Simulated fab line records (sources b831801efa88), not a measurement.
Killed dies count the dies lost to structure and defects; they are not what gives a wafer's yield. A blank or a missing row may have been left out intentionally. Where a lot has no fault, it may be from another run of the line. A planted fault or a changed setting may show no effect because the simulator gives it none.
8D (eight disciplines) problem report, filled in by code    flow sky130    the parts of the form that need people (team, actions taken, sign-off) are left out

== 1. WHAT IS WRONG ==
Mean of biasW at SKY_VIA1_ETCH_14: 96.00 W across 2 wafers in 2 lots; on wafers with no fault it is 99.97 W (standard deviation 0.29). Measured from the usual mean, that is -14 standard deviations.
The step: etches BARC in N2/H2, stops on SiO2, time 45.9 s, target depth 60 nm.
Seen first at day 38 17:35 on rieDiel-01, wafer L577.6. Wafers with a number at this step in the record: 36, from 12 lots. Rule for "out", or "out of limits": more than 4 standard deviations from the usual mean. All remaining wafers that have a number are taken as sound.

== 2. WHAT THIS IS AND IS NOT ==
question                     is                 is not
which readings at this step  biasW              drypumpMotorCurrentA, oesProductAu, throttleValvePct
which lots                   L577, L581         L563, L565, L567, L569, L571, L572, L573, L576, L578, L579
which wafers of those lots   L577.6, L581.1     L577.2, L577.4, L581.3, L581.5
read on which tools          rieDiel-01         rieDiel-02, rieDiel-03
when                         from day 38 17:35  up to then (26 sound wafers); but 8 sound wafers of L578, L579, L581 came after

== 3. WHAT RULES OUT EACH SUSPECT ==
Counting: if a tool at a process step up to the reading ran every lot that is out, it stays a suspect. Sound lots after the first of them don't rule it out here, since some wafers of a struck lot are sound.
- rieDiel-01 at SKY_VIA1_ETCH_14 (etches BARC in N2/H2, stops on SiO2, time 45.9 s, target depth 60 nm): kept. Every lot that is out went through it, the first being L577 (day 38 17:35); the last sound lot it ran before that was L576 (day 38 10:30). Its own biasW readings are out on those wafers.
- At SKY_VIA1_ETCH_14, inside rieDiel-01: chamber 1 took the wafers that are out, while their sound lot-mates went through chambers 0, 2, 3.
Left after counting: rieDiel-01 at SKY_VIA1_ETCH_14.

== 4. THE CAUSE (what the simulator had put in) ==
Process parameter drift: rieDiel-01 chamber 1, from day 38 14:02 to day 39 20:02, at SKY_VIA1_ETCH_14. Setting biasW, moved by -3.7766, from 100. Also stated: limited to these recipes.
Only this tool survived the counting.

== 5. THE CHAIN OF EFFECTS, in route order ==
Each row: a reading whose mean over the struck wafers that have a number lies more than 3 standard deviations from the usual. Scope: only readings with a usual standard deviation given in the record; hours: median across lots of the time from each lot's start at the first step in this table that gives one to its start at this step; sigmas: change in usual standard deviations.
hours  step              reading  usual    on struck wafers  change  sigmas
0      SKY_VIA1_ETCH_14  biasW    99.97 W  96.00             -3.97   -14
It contains these process steps:
- SKY_VIA1_ETCH_14: etches BARC in N2/H2, stops on SiO2, time 45.9 s, target depth 60 nm.

== 6. WHAT WOULD HAVE CAUGHT IT SOONER ==
In this record no reading fell out of limits until day 38 17:35, 4 hours after the fault had begun at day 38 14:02.
